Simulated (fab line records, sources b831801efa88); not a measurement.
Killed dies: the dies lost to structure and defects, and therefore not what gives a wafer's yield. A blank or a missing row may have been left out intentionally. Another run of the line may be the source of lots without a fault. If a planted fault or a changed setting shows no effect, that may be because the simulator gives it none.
Which tool is to blame? + flow gf180mcu + 11 lots with 33 wafers sampled at 3 steps, on a route of 602 steps

WHAT THE GAUGES SHOWED, per wafer
GF_POLY_GATE_CD_MEAS_10: target cd 280 nm.
| lot  | measured     | on       | cdNm (nm)         |
|------|--------------|----------|-------------------|
| L887 | day 9 04:45  | cdSem-01 | 278.9 279.4 279.3 |
| L888 | day 9 10:15  | cdSem-02 | 280.9 278.8 279.1 |
| L897 | day 12 06:28 | cdSem-01 | 281.4 280.3 279.9 |
| L898 | day 12 14:45 | cdSem-01 | 281.7 280.8 280.7 |
| L901 | day 13 10:05 | cdSem-02 | 282.2 282.0 281.9 |
| L903 | day 14 02:33 | cdSem-01 | 278.8 280.2 277.9 |
| L905 | day 14 12:07 | cdSem-02 | 278.3 279.5 279.2 |
| L906 | day 14 22:04 | cdSem-02 | 278.9 280.4 279.7 |
| L907 | day 15 02:23 | cdSem-02 | 277.8 277.5 278.2 |
| L908 | day 15 07:44 | cdSem-02 | 279.6 278.8 279.8 |
| L910 | day 16 02:16 | cdSem-01 | 281.3 280.9 281.3 |

TOOL THAT RAN EACH LOT (tool first, then ch and the chambers of the sampled wafers, then the start)
| lot  | GF_STI_STRIP_15                    | GF_MVPSD_HMDS_01                 |
|------|------------------------------------|----------------------------------|
| L887 | plasmaAsher-02 ch 0,1, day 2 01:15 | lithoTrack-04 ch 0, day 4 16:49  |
| L888 | plasmaAsher-02 ch 0,1, day 2 06:28 | lithoTrack-04 ch 0, day 4 21:19  |
| L897 | plasmaAsher-03 ch 0,1, day 4 05:17 | lithoTrack-04 ch 0, day 7 07:25  |
| L898 | plasmaAsher-03 ch 0,1, day 4 09:48 | lithoTrack-04 ch 0, day 7 12:01  |
| L901 | plasmaAsher-02 ch 0,1, day 5 03:07 | lithoTrack-01 ch 0, day 8 05:26  |
| L903 | plasmaAsher-03 ch 0,1, day 5 11:18 | lithoTrack-02 ch 0, day 8 15:39  |
| L905 | plasmaAsher-01 ch 0,1, day 5 22:45 | lithoTrack-01 ch 0, day 9 02:53  |
| L906 | plasmaAsher-01 ch 0,1, day 6 02:44 | lithoTrack-01 ch 0, day 9 09:13  |
| L907 | plasmaAsher-02 ch 0,1, day 6 08:32 | lithoTrack-02 ch 0, day 9 14:51  |
| L908 | plasmaAsher-01 ch 0,1, day 6 13:46 | lithoTrack-01 ch 0, day 9 19:49  |
| L910 | plasmaAsher-02 ch 0,1, day 7 00:01 | lithoTrack-01 ch 0, day 10 09:35 |
- GF_STI_STRIP_15: strips in O2/N2.
- GF_MVPSD_HMDS_01: prime time 60 s.

THE ANSWER, worked out from the rows above alone
Rule: usual is defined by the lots themselves. The widest of any qualifying gaps counts: lots, ordered by their means at a reading, are off when they make up no more than a third of the lots, leave a main group of 4 or more, and stand apart from it by 3 or more times the standard deviation of that group's means. The tables above print the reading to a certain number of digits; a main group whose means all agree to those digits is not used. Also off: a lot with no number at a reading for which 4 or more lots have one. Any other lot the step has rows for is counted as sound.
None of the lots is off at any reading shown; this tells nothing.

WHAT HAD BEEN PUT IN BY THE SIMULATOR
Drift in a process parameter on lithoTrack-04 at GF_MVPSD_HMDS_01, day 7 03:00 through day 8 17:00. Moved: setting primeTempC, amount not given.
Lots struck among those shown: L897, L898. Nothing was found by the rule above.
